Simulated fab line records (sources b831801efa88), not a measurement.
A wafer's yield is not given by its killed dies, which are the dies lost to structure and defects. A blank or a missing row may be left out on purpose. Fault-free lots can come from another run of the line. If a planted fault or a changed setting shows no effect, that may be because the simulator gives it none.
8D (eight disciplines) problem report, filled in by code | flow gf180mcu | the parts of the form that need people (team, actions taken, sign-off) are left out

1. THE ISSUE
Mean of cathode_dc_power_W at GF_M4_SPUTTER_01: 6729.1 W across 6 wafers in 2 lots; on wafers with no fault it is 6500.2 W (standard deviation 1.2). So: +99 or more standard deviations from the usual mean.
The step: material TiN, target thk 30 nm, time 25 s.
First seen on wafer L423.3, day 25 03:13, on pvd_sputter-01. At this step, 18 wafers from 6 lots have a number in the record. Rule for "out", or "out of limits": more than 4 standard deviations from the usual mean. Any other wafer with a number is counted as sound.

2. WHAT IT IS AND WHAT IT IS NOT
question                    | is                     | is not
which readings at this step | cathode_dc_power_W     | -
which lots                  | L423, L424             | L416, L417, L433, L434
which wafers of those lots  | all that have a number | -
read on which tools         | pvd_sputter-01         | pvd_sputter-04
when                        | from day 25 03:13      | up to then (6 sound wafers); but 6 sound wafers of L433, L434 came after

3. WHAT RULES OUT EACH SUSPECT
Counting: any tool at a process step up to the reading is kept as a suspect provided that every lot that is out went through it and no sound lot did after the first of them.
- pvd_sputter-01 at GF_M4_SPUTTER_00 (material Ti, target thk 37.5 nm, time 150 s): kept. It processed each lot that is out, first L423 at day 25 03:07, and no sound lot thereafter; up to then, the last sound lot it processed was L416 at day 22 16:18.
- pvd_sputter-01 at GF_M4_SPUTTER_01 (material TiN, target thk 30 nm, time 25 s): kept. It processed each lot that is out, first L423 at day 25 03:13, and no sound lot thereafter; up to then, the last sound lot it processed was L416 at day 22 16:24. On those wafers its own readings are out: cathode_dc_power_W.
What counting leaves: pvd_sputter-01 at GF_M4_SPUTTER_00 and pvd_sputter-01 at GF_M4_SPUTTER_01.

4. THE CAUSE (what the simulator had put in)
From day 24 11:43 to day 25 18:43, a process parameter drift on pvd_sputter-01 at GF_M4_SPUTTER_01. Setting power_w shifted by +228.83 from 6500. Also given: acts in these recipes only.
Of the 2 suspects that counting leaves, this tool is one.

5. THE CHAIN OF EFFECTS, in route order
Each row: a reading whose mean over the struck wafers that have a number lies more than 3 standard deviations from the usual. Scope: only readings with a usual standard deviation given in the record; hours: median across lots of the time from each lot's start at the first step in this table that gives one to its start at this step; sigmas: change in usual standard deviations.
hours | step             | reading            | usual    | on struck wafers | change | sigmas
0     | GF_M4_SPUTTER_01 | cathode_dc_power_W | 6500.2 W | 6729.1           | +228.9 | +99 or more
Here are the process steps it includes:
- GF_M4_SPUTTER_01: material TiN, target thk 30 nm, time 25 s.

6. WHAT WOULD HAVE CAUGHT IT SOONER
First out-of-limits reading in this record: day 25 03:13, which is 16 hours after fault onset at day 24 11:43.
